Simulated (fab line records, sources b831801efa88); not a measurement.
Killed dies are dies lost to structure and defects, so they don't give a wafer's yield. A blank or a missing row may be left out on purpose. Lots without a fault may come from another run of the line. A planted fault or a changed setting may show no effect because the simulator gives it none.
Which tool did it? | flow sky130 | 24 lots, 72 wafers sampled, at 3 steps of a route of 708

WHAT THE GAUGES READ, wafer by wafer
SKY_SD_P_CD_MEAS_07: target cd 380 nm. Usual: cd_nm 380.5 nm, standard deviation 2.4.
lot  | measured     | on        | cd_nm (nm)        | flag
L074 | day 25 07:49 | cd_sem-02 | 376.8 377.5 376.9 |
L075 | day 25 19:17 | cd_sem-02 | 382.4 380.5 382.1 |
L076 | day 25 23:38 | cd_sem-01 | 377.9 378.6 376.9 |
L077 | day 26 09:53 | cd_sem-01 | 376.2 377.5 378.9 |
L078 | day 26 18:25 | cd_sem-01 | 379.9 378.1 379.2 |
L079 | day 26 21:55 | cd_sem-01 | 381.8 379.8 379.6 |
L080 | day 27 12:56 | cd_sem-02 | 378.1 380.6 383.7 |
L081 | day 28 01:37 | cd_sem-01 | 384.1 383.1 381.8 |
L082 | day 28 04:53 | cd_sem-01 | 379.8 379.9 380.1 |
L083 | day 28 23:53 | cd_sem-01 | 383.7 381.7 385.8 |
L084 | day 29 08:26 | cd_sem-01 | 382.8 383.1 383.2 |
L086 | day 29 15:43 | cd_sem-01 | 380.9 380.2 378.5 |
L085 | day 29 16:32 | cd_sem-01 | 378.8 379.3 378.9 |
L087 | day 30 00:47 | cd_sem-01 | 382.4 384.0 384.4 |
L088 | day 30 04:43 | cd_sem-01 | 382.9 381.8 383.2 |
L089 | day 30 23:14 | cd_sem-01 | 382.1 383.8 382.8 |
L090 | day 31 05:32 | cd_sem-02 | 374.9 377.4 377.1 |
L091 | day 31 14:10 | cd_sem-01 | 380.3 381.7 380.6 |
L092 | day 31 15:17 | cd_sem-01 | 382.1 383.5 382.2 |
L093 | day 31 19:50 | cd_sem-01 | 382.9 379.5 381.0 |
L094 | day 32 03:25 | cd_sem-01 | 377.3 378.9 380.8 |
L095 | day 32 11:35 | cd_sem-01 | 382.4 380.3 382.5 |
L096 | day 32 19:25 | cd_sem-02 | 381.3 380.3 377.6 |
L097 | day 32 22:58 | cd_sem-02 | 379.8 377.1 377.0 |

SKY_VIA1_THK_MEAS_01. Usual: VIA1_HDPCVD_THK 1031 nm, standard deviation 11.
lot  | measured     | on            | VIA1_HDPCVD_THK (nm) | flag
L074 | day 32 16:29 | film_metro-04 | 1021 1024 1031       |
L075 | day 33 02:48 | film_metro-04 | 1023 1032 1031       |
L076 | day 33 07:14 | film_metro-04 | 1032 1022 1034       |
L077 | day 33 17:52 | film_metro-03 | 1020 1017 1025       |
L078 | day 34 00:59 | film_metro-04 | 1032 1053 1029       |
L079 | day 34 02:59 | film_metro-04 | 1026 1032 1033       |
L080 | day 34 14:56 | film_metro-04 | 1021 1035 1045       |
L081 | day 35 04:50 | film_metro-04 | 1013 1025 1028       |
L082 | day 35 08:35 | film_metro-04 | 1027 1023 1034       |
L083 | day 36 01:09 | film_metro-03 | 1038 1032 1028       |
L084 | day 36 09:31 | film_metro-03 | 1045 1029 1029       |
L086 | day 36 14:19 | film_metro-01 | 1046 1036 1022       |
L085 | day 36 16:20 | film_metro-01 | 1025 1029 1021       |
L087 | day 36 23:43 | film_metro-04 | 1053 1031 1041       |
L088 | day 37 03:38 | film_metro-03 | 1033 1040 1026       |
L089 | day 37 20:43 | film_metro-01 | 1031 1032 1030       |
L090 | day 38 01:56 | film_metro-04 | 1016 1006 1013       |
L091 | day 38 10:28 | film_metro-04 | 1030 1027 1018       |
L092 | day 38 13:45 | film_metro-03 | 1015 1013 1015       |
L093 | day 38 18:35 | film_metro-04 | 1022 1027 1019       |
L094 | day 38 22:44 | film_metro-01 | 1033 1043 1040       |
L095 | day 39 08:26 | film_metro-03 | 1063 1042 1036       |
L096 | day 39 14:39 | film_metro-04 | 1030 1052 1042       |
L097 | day 39 18:10 | film_metro-04 | 1040 1049 1034       |

WHICH TOOL RAN EACH LOT (tool, then ch and the chambers of the sampled wafers, then the start)
lot  | SKY_LI_CONTACT_CMP_02
L074 | cmp-01 ch 1,2, day 27 19:22
L075 | cmp-01 ch 0,1,2, day 28 07:21
L076 | cmp-02 ch 0,2,3, day 28 11:30
L077 | cmp-02 ch 0,2,3, day 28 21:03
L078 | cmp-01 ch 0,1,2, day 29 06:10
L079 | cmp-01 ch 2,3, day 29 08:16
L080 | cmp-02 ch 0,2,3, day 29 22:13
L081 | cmp-01 ch 0,2, day 30 11:19
L082 | cmp-01 ch 0,2, day 30 15:04
L083 | cmp-02 ch 0,1, day 31 08:24
L084 | cmp-01 ch 0,1,3, day 31 17:14
L086 | cmp-02 ch 0,2,3, day 31 22:29
L085 | cmp-01 ch 0,1,2, day 31 23:40
L087 | cmp-02 ch 0,2,3, day 32 08:43
L088 | cmp-01 ch 1,3, day 32 12:05
L089 | cmp-02 ch 1,2,3, day 33 06:13
L090 | cmp-02 ch 0,3, day 33 12:32
L091 | cmp-01 ch 0,2,3, day 33 22:00
L092 | cmp-01 ch 0,2,3, day 33 22:55
L093 | cmp-02 ch 1,2,3, day 34 04:04
L094 | cmp-02 ch 2,3, day 34 09:25
L095 | cmp-01 ch 0,1,2, day 34 19:31
L096 | cmp-02 ch 1,2, day 35 01:37
L097 | cmp-01 ch 0,1, day 35 05:29
- SKY_LI_CONTACT_CMP_02: polishes PSG.

WHAT THE TOOLS THEMSELVES READ (means of the sampled wafers that have a number; where no wafer has one, the mark that the record gives instead)
SKY_LI_CONTACT_CMP_02. Usual: edge_zone_pressure_frac 0.999, standard deviation 0.005; motor_current_A 12.1 A, standard deviation 1.2; time_to_endpoint_s 32.4 s, standard deviation 2.4.
lot  | tool   | edge_zone_pressure_frac | motor_current_A (A) | time_to_endpoint_s (s) | flag
L074 | cmp-01 | 0.993                   | 11.7                | 31.9                   |
L075 | cmp-01 | 0.996                   | 11.8                | 30.6                   |
L076 | cmp-02 | 0.997                   | 12.5                | 32.9                   |
L077 | cmp-02 | 0.992                   | 12.6                | 31.5                   |
L078 | cmp-01 | 1.003                   | 11.8                | 32.6                   |
L079 | cmp-01 | 0.999                   | 11.4                | 30.0                   |
L080 | cmp-02 | 0.997                   | 12.8                | 34.6                   |
L081 | cmp-01 | 0.998                   | 11.1                | 31.6                   |
L082 | cmp-01 | 1.001                   | 11.3                | 34.5                   |
L083 | cmp-02 | 0.998                   | 13.1                | 33.8                   |
L084 | cmp-01 | 0.999                   | 11.7                | 34.6                   |
L086 | cmp-02 | 1.004                   | 12.3                | 31.4                   |
L085 | cmp-01 | 1.001                   | 11.9                | 29.8                   |
L087 | cmp-02 | 1.002                   | 13.0                | 33.2                   |
L088 | cmp-01 | 1.000                   | 12.4                | 29.7                   |
L089 | cmp-02 | 0.997                   | 12.7                | 33.3                   |
L090 | cmp-02 | 0.996                   | 11.3                | 33.2                   |
L091 | cmp-01 | 1.000                   | 11.5                | 35.0                   |
L092 | cmp-01 | 1.002                   | 11.4                | 33.9                   |
L093 | cmp-02 | 0.995                   | 12.4                | 30.1                   |
L094 | cmp-02 | 1.002                   | 12.0                | 31.0                   |
L095 | cmp-01 | 1.000                   | 11.6                | 31.6                   |
L096 | cmp-02 | 0.999                   | 14.0                | 32.5                   |
L097 | cmp-01 | 0.996                   | 12.2                | 33.0                   |

THE ANSWER, worked out from the rows above alone
Rule: a lot is off if the mean of its wafers that have a number lies more than 3 standard deviations from the usual mean. A lot without any number at a reading at which 4 lots or more have one is off too. The other lots that the step has rows for count as sound. The gauges are gone through in route order, then the tools' own readings, and for those a lot's mean is taken as printed above. The first step at which some lot is off is used, and at that step the reading that is off furthest; a lot without a number counts as furthest.
No lot is off at any reading shown: from this, nothing can be told.

WHAT THE SIMULATOR HAD PUT IN
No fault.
